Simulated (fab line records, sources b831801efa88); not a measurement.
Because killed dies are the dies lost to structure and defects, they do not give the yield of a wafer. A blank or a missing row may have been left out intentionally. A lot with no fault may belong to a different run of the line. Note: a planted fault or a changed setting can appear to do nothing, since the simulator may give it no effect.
Problem report, 8D (eight disciplines) form, completed by code	flow gf180mcu	the parts of the form that need people (team, actions taken, sign-off) are left out

## 1. THE PROBLEM
Mean of cathode_dc_power_W at GF_TOP_METAL_SPUTTER_01: 7108.1 W over 2 wafers from 1 lot, against 6500.1 W (standard deviation 1.1) on wafers with no fault. So: +99 or more standard deviations from the usual mean.
The step: material TiN, target thk 30 nm, time 25 s.
Seen first at day 30 02:11 on pvd_sputter-02, wafer L916.3. Wafers with a number at this step in the record: 39, from 13 lots. By rule, "out" or "out of limits" means more than 4 standard deviations away from the usual mean. The rest of the wafers with a number are treated as sound.

## 2. WHAT THIS IS AND IS NOT
question	is	is not
which readings at this step	cathode_dc_power_W	throttle_valve_pct
which lots	L916	L908, L910, L912, L913, L919, L922, L925, L927, L928, L929, L930, L931
which wafers of those lots	L916.3, L916.6	L916.2
read on which tools	pvd_sputter-02	pvd_sputter-01, pvd_sputter-03
when	from day 30 02:11	up to then (13 sound wafers); but 24 sound wafers of L919, L922, L925, L927, L928, L929, L930, L931 came after

## 3. THE SUSPECTS, EACH WITH WHAT RULES IT OUT
Counting: if a tool at a process step up to the reading ran every lot that is out, it stays a suspect. Sound lots after the first of them don't rule it out here, since some wafers of a struck lot are sound.
- pvd_sputter-04 at GF_V5_SPUTTER_22 (material TiN, target thk 10 nm, time 40 s): kept. It processed L916, the lot that is out, at day 30 01:27, and its most recent sound lot before then was L910 at day 28 05:06.
- pvd_sputter-02 at GF_TOP_METAL_SPUTTER_01 (material TiN, target thk 30 nm, time 25 s): kept. It processed L916, the lot that is out, at day 30 02:11, and its most recent sound lot before then was L908 at day 27 15:52. Its own readings are out on those wafers: cathode_dc_power_W.
The count leaves pvd_sputter-02 at GF_TOP_METAL_SPUTTER_01 and pvd_sputter-04 at GF_V5_SPUTTER_22.

## 4. THE CAUSE (what the simulator had put in)
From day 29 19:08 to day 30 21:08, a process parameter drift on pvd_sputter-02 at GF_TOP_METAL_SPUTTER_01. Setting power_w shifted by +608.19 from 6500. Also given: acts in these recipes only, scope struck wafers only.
2 suspects survive the count, and this tool is in that group.

## 5. SEQUENCE OF EFFECTS, ordered by route
Each row: a reading whose mean over the struck wafers that have a number lies more than 3 standard deviations from the usual. Scope: only readings with a usual standard deviation given in the record; hours: median across lots of the time from each lot's start at the first step in this table that gives one to its start at this step; sigmas: change in usual standard deviations.
hours	step	reading	usual	on struck wafers	change	sigmas
0	GF_TOP_METAL_SPUTTER_01	cathode_dc_power_W	6500.1 W	7108.1	+608.0	+99 or more
It contains these process steps:
- GF_TOP_METAL_SPUTTER_01: material TiN, target thk 30 nm, time 25 s.
Later measuring or inspecting steps at which every struck wafer that the step has a row for has a number for every such reading, and none has moved that far: GF_TOP_METAL_THK_MEAS_06.

## 6. WHAT WOULD HAVE CAUGHT IT SOONER
First out-of-limits reading in this record: day 30 02:11, which is 7 hours after fault onset at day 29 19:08.
